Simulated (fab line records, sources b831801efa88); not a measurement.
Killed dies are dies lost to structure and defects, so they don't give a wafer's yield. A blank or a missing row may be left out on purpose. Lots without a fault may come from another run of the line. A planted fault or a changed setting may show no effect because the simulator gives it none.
fab line records | flow sky130
record lots=11 wafers=33 last_day=50
route steps=708 shown SONOS_ONO@185 POLY_GATE@213 RES_PROTECT@214 PAD_OPEN@708
lots that met no fault: from a run of the same line without faults
start_h: hours from the record's first day to the start of the lot's first wafer shown | wait_h: hours since the lot's step before | " the same as in the row above | L1.1+2: a row that stands for several wafers | - no value, or no start given | * or withheld: withheld | < > ~ a bound
route shown NAME@n: a module of which the file shows steps, and the number in the route of the first | usual: mean/standard deviation of fault-free wafers | same: alike in all rows | chamber/n: place in a boat | sites: the reading at each site | _std_site: their standard deviation | _edge_site: outer sites' mean less inner sites' | radius_mm: how far each site lies from the wafer's centre | mask NAME#n: copy n | behind: the tool/chamber that last shaped the wafer | hold: why the lot was held/for how many hours/how that ended | device: the transistor (n, p or np) that didn't switch | end of line: the same wafers' tests at the end of the route | a step without rows: its recipe alone | killed: dies lost to structure and defects at the first sort, not the wafer's yield | map: a wafer's dies, x killed, . not, _ none there
set.NAME: the setting as run; set.NAME@STEP: as run at that earlier step | model.NAME: the simulator's own value behind a step, which no gauge read
steps of the route over a sample of lots; a table a step, a row a wafer
services: from which hour (start_h, from the record's first day; less than 0 if before it) a tool's chamber was out of use, for how many hours, and why
## steps
# step SKY_SONOS_ONO_STRIP_17
# recipe chemistry=O2/N2 power_w=1400 pressure_mtorr=1500 platen_temp_c=withheld o2_flow_sccm=3000 n2_flow_sccm=300 overash_fraction=0.5
# usual drypump_motor_current_A=5.8/0.35 oes_product_au=0.710/0.0046 strip_time_to_endpoint_s=14.12/0.041
# columns lot.wafer tool chamber start_h wait_h drypump_motor_current_A oes_product_au rf_hours_counter_h strip_time_to_endpoint_s
L711.1 plasma_asher-04 0 289.35 0.0 5.7 0.704 47 14.06
L711.3 " 0 " " 5.8 0.716 - 14.07
L711.4 " 1 " " 6.1 0.709 - 14.11
L716.3 plasma_asher-03 0 331.79 0.0 5.3 0.706 - 14.18
L716.4 " 1 " " 5.7 0.711 - 14.20
L716.5 " 0 " " 5.3 0.712 - 14.15
L717.1 plasma_asher-04 1 334.70 0.0 6.1 0.706 52 14.13
L717.3 " 0 " " 5.8 0.701 - 14.14
L717.5 " 1 " " 6.1 0.714 - 14.11
L718.3 plasma_asher-01 0 348.08 0.0 5.7 0.707 - 14.16
L718.4 " 1 " " 6.5 0.715 - 14.21
L718.5 " 1 " " 6.6 0.711 - 14.17
L725.1 plasma_asher-04 0 398.71 0.0 5.7 0.713 58 14.24
L725.4 " 1 " " 6.1 0.711 - 14.18
L725.6 " 1 " " 6.1 0.715 - 14.17
L726.2 plasma_asher-04 1 410.99 0.0 6.1 0.708 60 14.10
L726.4 " 0 " " 5.7 0.713 - 14.10
L726.6 " 0 " " 5.7 0.707 - 14.11
L728.2 plasma_asher-04 0 458.61 0.0 5.7 0.702 66 14.19
L728.3 " 1 " " 6.1 0.702 - 14.14
L728.6 " 0 " " 5.7 0.715 - 14.16
L731.3 plasma_asher-03 0 459.78 0.0 5.3 0.709 - 14.12
L731.4 " 1 " " 5.8 0.719 - 14.10
L731.5 " 1 " " 5.7 0.710 - 14.11
L730.2 plasma_asher-03 0 467.10 0.0 5.3 0.707 4 14.17
L730.3 " 1 " " 5.7 0.705 - 14.14
L730.5 " 1 " " 5.7 0.716 - 14.10
L732.2 plasma_asher-04 1 473.30 0.0 6.1 0.710 67 14.09
L732.3 " 1 " " 6.1 0.714 - 14.09
L732.4 " 0 " " 5.7 0.717 - 14.10
L733.4 plasma_asher-03 1 479.24 0.0 5.8 0.718 - 14.15
L733.5 " 1 " " 5.8 0.708 - 14.20
L733.6 " 0 " " 5.3 0.717 - 14.18
# step SKY_POLY_GATE_IMPLANT_02
# recipe species=P energy_kev=30 dose_cm2=7.7e+15 tilt_deg=0
# usual beam_energy_keV=29.999/0.0094
# columns lot.wafer tool chamber start_h wait_h beam_energy_keV
L711.1 implanter-02 0 348.73 0.1 29.994
L711.3 " 0 " " 29.998
L711.4 " 0 " " 30.012
L716.3 implanter-02 0 392.99 0.1 30.650
L716.4 " 0 " " 30.660
L716.5 " 0 " " 30.660
L717.1 implanter-02 0 400.27 0.1 30.659
L717.3 " 0 " " 30.657
L717.5 " 0 " " 30.659
L718.3 implanter-04 0 412.22 0.1 29.991
L718.4 " 0 " " 30.005
L718.5 " 0 " " 30.003
L725.1 implanter-03 0 468.48 0.1 30.014
L725.4 " 0 " " 30.001
L725.6 " 0 " " 30.000
L726.2 implanter-02 0 480.94 0.1 30.003
L726.4 " 0 " " 30.003
L726.6 " 0 " " 29.997
L728.2 implanter-02 0 521.31 0.1 30.013
L728.3 " 0 " " 29.987
L728.6 " 0 " " 29.999
L731.3 implanter-02 0 521.69 0.1 30.005
L731.4 " 0 " " 29.990
L731.5 " 0 " " 29.993
L730.2 implanter-04 0 524.61 0.1 30.004
L730.3 " 0 " " 29.993
L730.5 " 0 " " 29.991
L732.2 implanter-02 0 547.29 0.1 29.996
L732.3 " 0 " " 29.999
L732.4 " 0 " " 29.987
L733.4 implanter-03 0 550.52 0.1 29.993
L733.5 " 0 " " 29.992
L733.6 " 0 " " 29.995
# step SKY_RES_PROTECT_STRIP_07
# recipe chemistry=O2/N2 power_w=1400 pressure_mtorr=1500 platen_temp_c=withheld o2_flow_sccm=3000 n2_flow_sccm=300 overash_fraction=0.5
# usual drypump_motor_current_A=5.5/0.32 oes_product_au=0.518/0.0042 strip_time_to_endpoint_s=23.31/0.036
# columns lot.wafer tool chamber start_h wait_h drypump_motor_current_A oes_product_au rf_hours_counter_h strip_time_to_endpoint_s
L711.1 plasma_asher-02 0 348.88 0.1 5.3 0.524 17 23.31
L711.3 " 0 " " 5.2 0.524 - 23.32
L711.4 " 1 " " 5.6 0.521 - 23.32
L716.3 plasma_asher-02 0 393.12 0.1 5.2 0.516 - 23.46
L716.4 " 1 " " 5.6 0.516 - 23.48
L716.5 " 0 " " 5.3 0.512 - 23.46
L717.1 plasma_asher-03 1 400.42 0.1 5.7 0.517 76 23.54
L717.3 " 1 " " 5.7 0.511 - 23.52
L717.5 " 0 " " 5.3 0.520 - 23.50
L718.3 plasma_asher-01 1 412.35 0.1 6.6 0.519 - 23.30
L718.4 " 0 " " 5.7 0.510 - 23.35
L718.5 " 1 " " 6.6 0.511 - 23.34
L725.1 plasma_asher-02 1 468.63 0.1 5.6 0.522 31 23.36
L725.4 " 1 " " 5.6 0.517 - 23.36
L725.6 " 0 " " 5.3 0.514 - 23.36
L726.2 plasma_asher-02 0 481.07 0.1 5.3 0.519 32 23.37
L726.4 " 0 " " 5.3 0.527 - 23.34
L726.6 " 0 " " 5.3 0.515 - 23.36
L728.2 plasma_asher-02 1 521.43 0.1 5.6 0.517 37 23.29
L728.3 " 0 " " 5.3 0.520 - 23.30
L728.6 " 1 " " 5.6 0.513 - 23.31
L731.3 plasma_asher-02 1 521.82 0.1 5.6 0.521 - 23.34
L731.4 " 0 " " 5.3 0.518 - 23.34
L731.5 " 0 " " 5.3 0.518 - 23.32
L730.2 plasma_asher-03 0 524.73 0.1 5.3 0.517 12 23.34
L730.3 " 1 " " 5.7 0.520 - 23.36
L730.5 " 0 " " 5.3 0.514 - 23.34
L732.2 plasma_asher-02 1 547.42 0.1 5.6 0.528 38 23.34
L732.3 " 1 " " 5.6 0.519 - 23.31
L732.4 " 0 " " 5.3 0.518 - 23.34
L733.4 plasma_asher-03 0 550.62 0.1 5.3 0.519 - 23.25
L733.5 " 0 " " 5.3 0.511 - 23.31
L733.6 " 1 " " 5.7 0.516 - 23.28
# step SKY_POLY_GATE_OVL_MEAS_14
# usual POLY_GATE_OVL=-3/5.1
# columns lot.wafer tool chamber start_h wait_h POLY_GATE_OVL[nm]
L711.1 overlay-02 - 379.61 0.1 7
L711.3 " - " " -3
L711.4 " - " " -1
L716.3 overlay-02 - 427.25 0.1 9
L716.4 " - " " -2
L716.5 " - " " -4
L717.1 overlay-02 - 433.60 0.1 -17
L717.3 " - " " -15
L717.5 " - " " -9
L718.3 overlay-02 - 444.62 0.1 -15
L718.4 " - " " -14
L718.5 " - " " -5
L726.2 overlay-01 - 517.51 0.1 -12
L726.4 " - " " -12
L726.6 " - " " -10
L725.1 overlay-02 - 518.54 0.1 3
L725.4 " - " " -1
L725.6 " - " " 6
L728.2 overlay-02 - 554.24 0.1 -2
L728.3 " - " " 2
L728.6 " - " " -2
L731.3 overlay-02 - 554.54 0.1 6
L731.4 " - " " 0
L731.5 " - " " 3
L730.2 overlay-01 - 558.89 0.1 -9
L730.3 " - " " -6
L730.5 " - " " -4
L732.2 overlay-02 - 579.74 0.1 0
L732.3 " - " " -1
L732.4 " - " " 3
L733.4 overlay-01 - 584.78 0.1 -6
L733.5 " - " " -3
L733.6 " - " " 2
# step SKY_POLY_GATE_ETCH_15
# recipe chemistry=N2/H2 target=BARC ion_energy_ev=200 source_w=500 bias_w=100 pressure_mtorr=30 n2_flow_sccm=100 h2_flow_sccm=200 stop_on=SiO2 time_s=118.5 target_depth_a=1100
# usual drypump_motor_current_A=5.8/0.4 h2_flow_sccm=200.0/0.57 oes_product_au=0.717/0.005 throttle_valve_pct=13.214/0.0094
# columns lot.wafer tool chamber start_h wait_h drypump_motor_current_A h2_flow_sccm oes_product_au rf_hours_counter_h throttle_valve_pct
L711.1 rie_diel-03 1 379.64 0.0 5.8 199.9 0.722 89 13.213
L711.3 " 3 " " 5.6 201.1 0.725 6 13.226
L711.4 " 3 " " 5.6 200.1 0.717 - 13.210
L716.3 rie_diel-02 2 427.27 0.0 5.7 200.7 0.711 13 13.213
L716.4 " 3 " " 6.1 199.7 0.717 11 13.219
L716.5 " 1 " " 5.7 199.5 0.718 - 13.221
L717.1 rie_diel-03 0 433.64 0.0 5.7 200.1 0.710 1 13.219
L717.3 " 3 " " 5.6 199.5 0.721 7 13.218
L717.5 " 1 " " 5.8 199.9 0.727 - 13.223
L718.3 rie_diel-01 3 444.64 0.0 5.0 200.7 0.719 8 13.230
L718.4 " 2 " " 5.3 201.2 0.717 95 13.211
L718.5 " 0 " " 6.5 199.8 0.712 - 13.219
L726.2 rie_diel-03 3 517.54 0.0 5.6 199.6 0.714 9 13.220
L726.4 " 1 " " 5.8 200.2 0.721 0 13.217
L726.6 " 3 " " 5.6 199.4 0.714 - 13.224
L725.1 rie_diel-03 3 518.57 0.0 5.6 200.5 0.718 9 13.207
L725.4 " 0 " " 5.7 200.2 0.720 2 13.218
L725.6 " 1 " " 5.8 199.2 0.720 - 13.209
L728.2 rie_diel-02 0 554.27 0.0 6.0 199.4 0.716 16 13.203
L728.3 " 2 " " 5.7 199.3 0.717 16 13.206
L728.6 " 2 " " 5.7 199.9 0.715 - 13.216
L731.3 rie_diel-01 2 554.56 0.0 5.3 199.2 0.717 1 13.210
L731.4 " 3 " " 5.0 199.6 0.723 10 13.200
L731.5 " 1 " " 5.9 200.1 0.716 - 13.210
L730.2 rie_diel-01 3 558.92 0.0 5.0 199.8 0.723 10 13.217
L730.3 " 0 " " 6.4 199.4 0.717 6 13.219
L730.5 " 2 " " 5.3 199.7 0.713 - 13.194
L732.2 rie_diel-02 1 579.77 0.0 5.8 200.8 0.707 6 13.208
L732.3 " 3 " " 6.2 199.1 0.720 14 13.210
L732.4 " 0 " " 6.0 200.5 0.721 16 13.207
L733.4 rie_diel-03 3 584.79 0.0 5.7 199.4 0.718 10 13.202
L733.5 " 1 " " 5.8 200.5 0.715 - 13.207
L733.6 " 0 " " 5.7 200.7 0.716 - 13.210
# step SKY_PAD_OPEN_PROBE_99
# usual killed_at_M0_to_M3=43/6.9 killed_at_M4_up=3.1/1.9 killed_at_contacts=24/5.4 killed_at_front_end=14/4.3 killed_at_other=0.3/0.53 killed_dies=84/9.5 killed_open=46/6.8 killed_short=38/6
# same gross_dies=492 killed_at_back_side=0
# columns lot.wafer tool chamber start_h wait_h killed_at_M0_to_M3 killed_at_M4_up killed_at_contacts killed_at_front_end killed_at_other killed_dies killed_open killed_short
L711.1 prober-01 - 1081.90 0.1 42 8 26 15 0 91 52 38
L711.3 prober-01 - 1082.00 0.2 60 9 27 15 0 111 64 47
L711.4 prober-01 - 1082.05 0.2 48 2 18 19 0 87 49 38
L716.3 prober-01 - 1116.94 0.2 34 3 24 17 1 79 44 35
L716.4 prober-01 - 1116.99 0.2 36 2 29 18 0 85 43 42
L716.5 prober-01 - 1117.04 0.2 32 2 36 21 0 91 52 39
L717.1 prober-01 - 1119.27 0.1 43 2 26 11 0 82 40 42
L717.3 prober-01 - 1119.37 0.2 46 6 25 13 0 90 47 43
L717.5 prober-01 - 1119.47 0.2 45 6 22 14 0 87 42 45
L718.3 prober-02 - 1125.00 0.2 41 5 18 21 1 86 42 43
L718.4 prober-02 - 1125.05 0.2 40 3 20 11 0 74 43 28
L718.5 prober-02 - 1125.10 0.2 44 2 29 15 0 90 57 33
L726.2 prober-02 - 1168.86 0.1 42 5 20 22 1 90 44 46
L726.4 prober-02 - 1168.96 0.2 39 5 18 19 0 81 41 40
L726.6 prober-02 - 1169.06 0.2 42 1 21 19 1 84 45 39
L725.1 prober-02 - 1172.46 0.1 62 0 26 14 0 102 62 40
L725.4 prober-02 - 1172.61 0.2 45 4 26 10 0 85 57 28
L725.6 prober-02 - 1172.71 0.2 50 2 19 17 1 89 53 36
L728.2 prober-02 - 1193.79 0.1 37 4 23 9 0 73 40 33
L728.3 prober-02 - 1193.84 0.2 39 1 20 15 0 75 39 35
L728.6 prober-02 - 1193.99 0.2 27 3 23 13 0 66 32 34
L731.3 prober-02 - 1195.84 0.2 36 2 17 13 0 68 39 29
L731.4 prober-02 - 1195.89 0.2 28 1 27 10 0 66 41 25
L731.5 prober-02 - 1195.94 0.2 34 6 22 13 0 75 43 32
L730.2 prober-01 - 1197.96 0.1 60 4 22 15 1 102 55 47
L730.3 prober-01 - 1198.01 0.2 48 1 33 9 2 93 54 38
L730.5 prober-01 - 1198.11 0.2 50 3 21 14 2 90 44 44
L732.2 prober-02 - 1206.70 0.1 43 1 27 13 0 84 46 38
L732.3 prober-02 - 1206.75 0.2 41 4 24 16 0 85 39 46
L732.4 prober-02 - 1206.80 0.2 44 1 16 18 0 79 42 37
L733.4 prober-02 - 1211.40 0.2 40 3 17 12 1 73 40 30
L733.5 prober-02 - 1211.45 0.2 37 3 21 11 1 73 40 32
L733.6 prober-02 - 1211.50 0.2 45 1 14 7 0 67 39 28
# killed by level:class
L711.1 LI_CONTACT:geometric_particle:open=10 VIA1:geometric_particle:open=10 METAL2:geometric_particle:short=9 VIA2:geometric_particle:open=8 CONTACT:geometric_particle:open=7 METAL4:geometric_particle:short=7 POLY_GATE:geometric_particle:open=4 LOCAL_INTERCONNECT:geometric_particle:short=4
L711.3 VIA1:geometric_particle:open=13 VIA2:geometric_particle:open=12 VIA1:geometric_particle:short=8 LI_CONTACT:geometric_particle:open=7 FIELD_ISO:geometric_particle:open=6 LOCAL_INTERCONNECT:geometric_particle:short=6 CONTACT:geometric_particle:open=6 METAL2:geometric_particle:short=6
L711.4 VIA2:geometric_particle:open=10 VIA1:geometric_particle:open=9 METAL1:geometric_particle:short=8 POLY_GATE:geometric_particle:short=7 LI_CONTACT:geometric_particle:open=6 VIA1:geometric_particle:short=6 VIA3:geometric_particle:open=6 CONTACT:geometric_particle:open=5
L716.3 LI_CONTACT:geometric_particle:open=7 CONTACT:geometric_particle:open=7 FIELD_ISO:geometric_particle:short=6 VIA1:geometric_particle:open=6 VIA1:geometric_particle:short=6 VIA2:geometric_particle:open=6 FIELD_ISO:geometric_particle:open=5 POLY_GATE:geometric_particle:open=3
L716.4 VIA1:geometric_particle:open=8 LI_CONTACT:geometric_particle:open=8 CONTACT:geometric_particle:open=7 METAL2:geometric_particle:short=6 METAL1:geometric_particle:short=5 POLY_GATE:geometric_particle:short=5 POLY_GATE:geometric_particle:open=5 LOCAL_INTERCONNECT:geometric_particle:short=5
L716.5 CONTACT:geometric_particle:open=14 LI_CONTACT:geometric_particle:open=9 POLY_GATE:geometric_particle:open=7 LOCAL_INTERCONNECT:geometric_particle:short=7 FIELD_ISO:geometric_particle:short=6 VIA1:geometric_particle:open=6 FIELD_ISO:geometric_particle:open=5 METAL1:geometric_particle:short=5
L717.1 VIA1:geometric_particle:open=11 CONTACT:geometric_particle:open=9 LOCAL_INTERCONNECT:geometric_particle:short=7 VIA1:geometric_particle:short=7 METAL1:geometric_particle:short=5 FIELD_ISO:geometric_particle:short=4 LI_CONTACT:geometric_particle:open=4 CONTACT:geometric_particle:short=4
L717.3 VIA1:geometric_particle:open=13 CONTACT:geometric_particle:open=12 METAL2:geometric_particle:short=10 VIA2:geometric_particle:open=6 METAL4:geometric_particle:short=5 LI_CONTACT:geometric_particle:open=4 LOCAL_INTERCONNECT:geometric_particle:short=4 METAL1:geometric_particle:short=4
L717.5 VIA1:geometric_particle:open=10 VIA3:geometric_particle:open=9 LOCAL_INTERCONNECT:geometric_particle:short=8 CONTACT:geometric_particle:short=5 VIA1:geometric_particle:short=5 METAL2:geometric_particle:short=5 METAL1:geometric_particle:short=4 METAL2:geometric_particle:open=4
L718.3 VIA3:geometric_particle:open=10 CONTACT:geometric_particle:open=9 VIA1:geometric_particle:open=7 METAL2:geometric_particle:short=5 POLY_GATE:geometric_particle:short=4 METAL4:geometric_particle:short=4 LI_CONTACT:geometric_particle:open=4 CONTACT:geometric_particle:short=4
L718.4 VIA1:geometric_particle:open=12 CONTACT:geometric_particle:open=8 VIA3:geometric_particle:open=8 LI_CONTACT:geometric_particle:open=4 LOCAL_INTERCONNECT:geometric_particle:short=4 METAL1:geometric_particle:short=4 VIA1:geometric_particle:short=4 VIA2:geometric_particle:open=4
L718.5 CONTACT:geometric_particle:open=13 VIA3:geometric_particle:open=10 VIA1:geometric_particle:open=8 FIELD_ISO:geometric_particle:open=7 LI_CONTACT:geometric_particle:open=7 METAL2:geometric_particle:short=5 VIA2:geometric_particle:open=5 METAL3:geometric_particle:short=4
L726.2 VIA1:geometric_particle:open=11 LI_CONTACT:geometric_particle:open=8 VIA1:geometric_particle:short=7 FIELD_ISO:geometric_particle:short=6 POLY_GATE:geometric_particle:short=5 VIA3:geometric_particle:open=5 FIELD_ISO:geometric_particle:open=4 VIA2:geometric_particle:short=4
L726.4 VIA1:geometric_particle:open=12 VIA2:geometric_particle:short=7 POLY_GATE:geometric_particle:open=5 LI_CONTACT:geometric_particle:short=5 VIA3:geometric_particle:open=5 LOCAL_INTERCONNECT:geometric_particle:short=4 CONTACT:geometric_particle:open=4 VIA2:geometric_particle:open=4
L726.6 VIA1:geometric_particle:open=17 LI_CONTACT:geometric_particle:open=9 FIELD_ISO:geometric_particle:short=7 METAL2:geometric_particle:short=5 POLY_GATE:geometric_particle:open=4 POLY_GATE:geometric_particle:short=4 CONTACT:geometric_particle:short=4 CONTACT:geometric_particle:open=4
L725.1 VIA1:geometric_particle:open=15 CONTACT:geometric_particle:open=12 VIA3:geometric_particle:open=9 METAL1:geometric_particle:short=8 LI_CONTACT:geometric_particle:open=6 FIELD_ISO:geometric_particle:short=5 METAL2:geometric_particle:short=5 VIA2:geometric_particle:open=5
L725.4 VIA1:geometric_particle:open=15 VIA2:geometric_particle:open=9 CONTACT:geometric_particle:open=8 LI_CONTACT:geometric_particle:open=7 VIA3:geometric_particle:open=6 CONTACT:geometric_particle:short=5 FIELD_ISO:geometric_particle:short=4 LOCAL_INTERCONNECT:geometric_particle:short=4
L725.6 VIA1:geometric_particle:open=20 VIA2:geometric_particle:open=9 FIELD_ISO:geometric_particle:open=5 LI_CONTACT:geometric_particle:open=5 CONTACT:geometric_particle:open=5 VIA1:geometric_particle:short=5 POLY_GATE:geometric_particle:short=4 METAL2:geometric_particle:short=4
L728.2 CONTACT:geometric_particle:open=11 VIA1:geometric_particle:open=7 LI_CONTACT:geometric_particle:open=6 METAL3:geometric_particle:short=6 VIA2:geometric_particle:open=5 LOCAL_INTERCONNECT:geometric_particle:short=4 METAL1:geometric_particle:short=4 METAL2:geometric_particle:short=3
L728.3 POLY_GATE:geometric_particle:open=8 CONTACT:geometric_particle:open=7 VIA3:geometric_particle:open=7 METAL1:geometric_particle:short=6 LI_CONTACT:geometric_particle:short=5 VIA1:geometric_particle:open=5 VIA2:geometric_particle:open=5 METAL3:geometric_particle:short=5
L728.6 VIA2:geometric_particle:open=7 CONTACT:geometric_particle:short=5 CONTACT:geometric_particle:open=5 POLY_GATE:geometric_particle:short=4 LI_CONTACT:geometric_particle:open=4 LOCAL_INTERCONNECT:geometric_particle:short=4 VIA1:geometric_particle:open=4 FIELD_ISO:geometric_particle:open=3
L731.3 VIA1:geometric_particle:open=13 LI_CONTACT:geometric_particle:open=6 FIELD_ISO:geometric_particle:short=5 CONTACT:geometric_particle:short=5 CONTACT:geometric_particle:open=5 VIA2:geometric_particle:open=5 VIA2:geometric_particle:short=4 VIA1:geometric_particle:short=4
L731.4 CONTACT:geometric_particle:open=10 VIA1:geometric_particle:open=6 LI_CONTACT:geometric_particle:open=6 METAL2:geometric_particle:short=6 CONTACT:geometric_particle:short=4 FIELD_ISO:geometric_particle:short=3 FIELD_ISO:geometric_particle:open=3 LOCAL_INTERCONNECT:geometric_particle:short=3
L731.5 VIA1:geometric_particle:open=8 CONTACT:geometric_particle:open=8 LI_CONTACT:geometric_particle:open=6 METAL1:geometric_particle:short=5 METAL2:geometric_particle:short=5 VIA3:geometric_particle:open=4 METAL4:geometric_particle:short=4 FIELD_ISO:geometric_particle:open=3
L730.2 VIA1:geometric_particle:open=18 VIA1:geometric_particle:short=8 CONTACT:geometric_particle:open=8 VIA2:geometric_particle:open=7 METAL2:geometric_particle:short=7 VIA2:geometric_particle:short=6 FIELD_ISO:geometric_particle:open=5 LI_CONTACT:geometric_particle:open=5
L730.3 CONTACT:geometric_particle:open=14 VIA2:geometric_particle:open=10 LI_CONTACT:geometric_particle:open=9 VIA1:geometric_particle:open=7 METAL1:geometric_particle:short=6 VIA3:geometric_particle:open=6 METAL2:geometric_particle:short=5 LI_CONTACT:geometric_particle:short=4
L730.5 VIA1:geometric_particle:open=11 VIA3:geometric_particle:open=9 LI_CONTACT:geometric_particle:open=7 VIA2:geometric_particle:open=7 CONTACT:geometric_particle:open=6 METAL2:geometric_particle:short=5 LOCAL_INTERCONNECT:geometric_particle:short=5 VIA2:geometric_particle:short=5
L732.2 CONTACT:geometric_particle:open=14 VIA1:geometric_particle:open=10 POLY_GATE:geometric_particle:short=6 VIA2:geometric_particle:open=5 LI_CONTACT:geometric_particle:open=5 METAL1:geometric_particle:short=5 METAL2:geometric_particle:short=5 VIA3:geometric_particle:open=5
L732.3 LI_CONTACT:geometric_particle:open=10 CONTACT:geometric_particle:open=9 METAL1:geometric_particle:short=8 METAL2:geometric_particle:short=8 VIA1:geometric_particle:open=7 VIA3:geometric_particle:open=7 POLY_GATE:geometric_particle:short=6 FIELD_ISO:geometric_particle:short=5
L732.4 VIA1:geometric_particle:open=12 CONTACT:geometric_particle:open=7 POLY_GATE:geometric_particle:short=5 METAL2:geometric_particle:short=5 VIA2:geometric_particle:open=5 POLY_GATE:geometric_particle:open=4 METAL1:geometric_particle:short=4 FIELD_ISO:geometric_particle:short=3
L733.4 LI_CONTACT:geometric_particle:open=7 VIA1:geometric_particle:open=7 VIA2:geometric_particle:open=7 VIA3:geometric_particle:open=6 LOCAL_INTERCONNECT:geometric_particle:short=5 VIA1:geometric_particle:short=5 FIELD_ISO:geometric_particle:open=4 METAL1:geometric_particle:short=4
L733.5 VIA1:geometric_particle:open=9 VIA2:geometric_particle:open=6 CONTACT:geometric_particle:short=6 CONTACT:geometric_particle:open=6 VIA3:geometric_particle:open=6 LI_CONTACT:geometric_particle:open=5 VIA3:geometric_particle:short=4 FIELD_ISO:geometric_particle:short=3
L733.6 VIA1:geometric_particle:open=14 VIA3:geometric_particle:open=6 VIA2:geometric_particle:open=5 METAL1:geometric_particle:short=4 METAL2:geometric_particle:short=4 VIA3:geometric_particle:short=4 LI_CONTACT:geometric_particle:open=3 LOCAL_INTERCONNECT:geometric_particle:short=3
## services
# columns tool chamber start_h hours kind
plasma_asher-02 - 274.06 2.7 repair
rie_diel-03 3 288.29 3.5 repair
rie_diel-02 1 288.96 4.0 repair
rie_diel-01 - 302.82 0.8 repair
rie_diel-02 1 304.16 1.3 repair
rie_diel-02 1 306.64 8.2 repair
rie_diel-03 0 318.26 10.7 repair
rie_diel-01 1 322.34 3.9 repair
rie_diel-03 2 324.32 6.4 repair
implanter-02 - 330.00 3.5 repair
rie_diel-03 3 341.65 11.4 repair
rie_diel-03 2 345.92 3.9 repair
plasma_asher-02 - 396.26 3.2 repair
plasma_asher-02 - 398.78 2.9 repair
implanter-02 - 408.49 0.6 repair
plasma_asher-03 - 421.25 9.0 pm
implanter-02 - 454.47 5.3 pm
plasma_asher-02 - 462.74 0.7 repair
plasma_asher-04 - 467.00 0.3 repair
plasma_asher-03 - 519.50 0.5 repair
plasma_asher-04 - 532.02 2.8 pm
plasma_asher-02 - 538.81 0.7 repair
plasma_asher-04 - 562.29 14.6 pm
implanter-02 - 563.97 3.8 repair
## key
first_sign step=SKY_POLY_GATE_IMPLANT_02 reading=beam_energy_keV direction=up sigmas=70 usual=* struck=*
effect step=SKY_RES_PROTECT_STRIP_07 reading=strip_time_to_endpoint_s direction=up sigmas=5.2 usual=* struck=*
met_at SKY_POLY_GATE_IMPLANT_02
struck_lots L716,L717
tester_left_out L716,L717
not_acting_at SKY_SONOS_ONO_STRIP_17,SKY_POLY_GATE_OVL_MEAS_14,SKY_POLY_GATE_ETCH_15
onset_between 348.73 392.99
fault kind=process_parameter_drift tool=implanter-02 chamber=- onset_h=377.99 steps=SKY_POLY_GATE_IMPLANT_02 channel=energy_kev offset=* shape=step end_h=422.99 acts_in=* stated=*
# tester_left_out: of these lots the tester's yield and bins aren't shown, on N5 and GAA mostly nor the transistor test; their killed dies are dies lost to structure and defects alone, not to doping, threshold or leakage, so they don't give the yield
